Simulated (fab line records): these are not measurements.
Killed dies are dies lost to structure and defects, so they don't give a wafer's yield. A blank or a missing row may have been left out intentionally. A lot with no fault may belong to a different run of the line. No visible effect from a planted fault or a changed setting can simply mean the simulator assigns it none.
A lot that was struck, set against a sound lot    flow sky130    19 out of 708 route steps
Sound: these wafers, L483.2, L483.3, L483.5. The struck wafers were L489.1, L489.2, L489.6. Last of all comes the cause.
Per side, at each step with rows, come the tool, then ch with its chambers, and then its first start. Under that, the readings that differ: sound wafers    struck wafers    difference of the means    sigmas: that difference in standard deviations of wafers without a fault.
alike: readings with means less than 2 such deviations apart, plus words and numbers identical on both sides. not compared: withheld readings, readings lacking a value on some wafer, bounds such as >300 that could conceal the same value, and numbers that have no deviation in the record and whose values overlap.
Wherever a step has rows on one side only, a row that says differs or no value, or a row with sigmas, the two part there. When numbers do not overlap yet have no deviation, they are printed without sigmas and do not part them. Lack of a reading on every wafer of one side parts them only where that side has two or more wafers.

first, 3 steps without rows for these wafers: SKY_VT_ADJUST_NCORE_EXPOSE_04 (exposes mask LVTN COMPLEMENT THIN, target cd 380 nm); SKY_VT_ADJUST_NCORE_PEB_05; SKY_VT_ADJUST_NCORE_DEVELOP_06 (develop time 60 s).
SKY_VT_ADJUST_NCORE_CD_MEAS_07 targets a cd of 380 nm.
  sound: cd sem-02 at day 10 23:37; struck: cd sem-01 at day 13 04:47
  alike: cd nm
SKY_VT_ADJUST_NCORE_OVL_MEAS_08:
  sound: overlay-01 at day 10 23:43; struck: overlay-01 at day 13 04:55
  alike: VT_ADJUST_NCORE_OVL
following that, these wafers have no rows for 1 step: SKY_VT_ADJUST_NCORE_IMPLANT_09.
SKY_VT_ADJUST_NCORE_STRIP_10: strips in O2/N2.
  sound on plasma asher-02 ch 0,1, day 10 23:54; struck on plasma asher-03 ch 0,1, day 13 05:06
  alike: drypump motor current A, oes product au, strip time to endpoint s
  not compared: rf hours counter h
SKY_VT_ADJUST_NCORE_TW_MEAS_11:
  sound: film metro-04 at day 11 00:01; struck: film metro-04 at day 13 05:12
  alike: VT_ADJUST_NCORE_TW
then, 4 steps without rows for these wafers: SKY_VT_ADJUST_HVTR_DEHYDRATE_00 (time 60 s); SKY_VT_ADJUST_HVTR_HMDS_01 (prime time 60 s); SKY_VT_ADJUST_HVTR_COAT_02 (resist thk 1154 nm); SKY_VT_ADJUST_HVTR_SOFTBAKE_03 (time 60 s).
SKY_VT_ADJUST_HVTR_EXPOSE_04: exposes mask HVTRM, target cd 380 nm.
  sound on iline stepper-02 ch 0, day 11 11:37; struck on iline stepper-02 ch 0, day 13 17:58
reading                                 sound              struck             difference  sigmas
model.VT_ADJUST_HVTR.overlay x nm (nm)  0.756 0.756 0.756  114.9 114.9 114.9  +114.1      
  alike: mask, exposure dose mJ cm2
then, 2 steps without rows for these wafers: SKY_VT_ADJUST_HVTR_PEB_05; SKY_VT_ADJUST_HVTR_DEVELOP_06 (develop time 60 s).
SKY_VT_ADJUST_HVTR_CD_MEAS_07 targets a cd of 380 nm.
  sound: cd sem-02 at day 11 23:06; struck: cd sem-02 at day 14 07:35
reading     sound              struck             difference  sigmas
cd nm (nm)  377.6 374.7 377.7  383.9 381.9 384.7  +6.8        +3
SKY_VT_ADJUST_HVTR_OVL_MEAS_08:
  sound: overlay-01 at day 11 23:13; struck: overlay-02 at day 14 07:42
reading                  sound        struck             difference  sigmas
VT_ADJUST_HVTR_OVL (nm)  3.7 2.6 3.0  116.0 115.6 114.9  +112.4      +75
following that, these wafers have no rows for 1 step: SKY_VT_ADJUST_HVTR_IMPLANT_09.
-- here the record skips 35 days between the struck wafers' starts before and after, leaving off in module VT_ADJUST_HVTR and picking up in module PAD_OPEN (first step shown: number 708 of the route) --
SKY_PAD_OPEN_PROBE_99:
  sound: prober-01 at day 48 00:19; struck: prober-01 at day 49 19:35
reading                                   sound                    struck                   difference  sigmas
model.etest.pfet_01v8_mvt.drive ua um     150.4 148.9 150.5        143.9 146 143            -5.6        
model.etest.pfet_01v8_mvt.off log10 a um  -10.7 -10.73 -10.89      -11.15 -11.3 -11.34      -0.49       
model.etest.pfet_01v8_mvt.vt sat v (V)    -0.5701 -0.5725 -0.5651  -0.6492 -0.6443 -0.6506  -0.0788     
model.etest.pfet_01v8_mvt.vt v (V)        -0.6542 -0.6551 -0.6467  -0.7222 -0.7254 -0.7281  -0.0732     
  alike: killed_at_M0_to_M3, killed_at_M4_up, killed at contacts, killed at front end, killed at other, killed dies, killed open, killed short

== WHERE THEY PART ==
Earliest at SKY_VT_ADJUST_HVTR_CD_MEAS_07; latest, in this record, at SKY_VT_ADJUST_HVTR_OVL_MEAS_08. Later steps at which nothing parts them and some readings are alike: SKY_PAD_OPEN_PROBE_99.

WHY: the cause the simulator had injected
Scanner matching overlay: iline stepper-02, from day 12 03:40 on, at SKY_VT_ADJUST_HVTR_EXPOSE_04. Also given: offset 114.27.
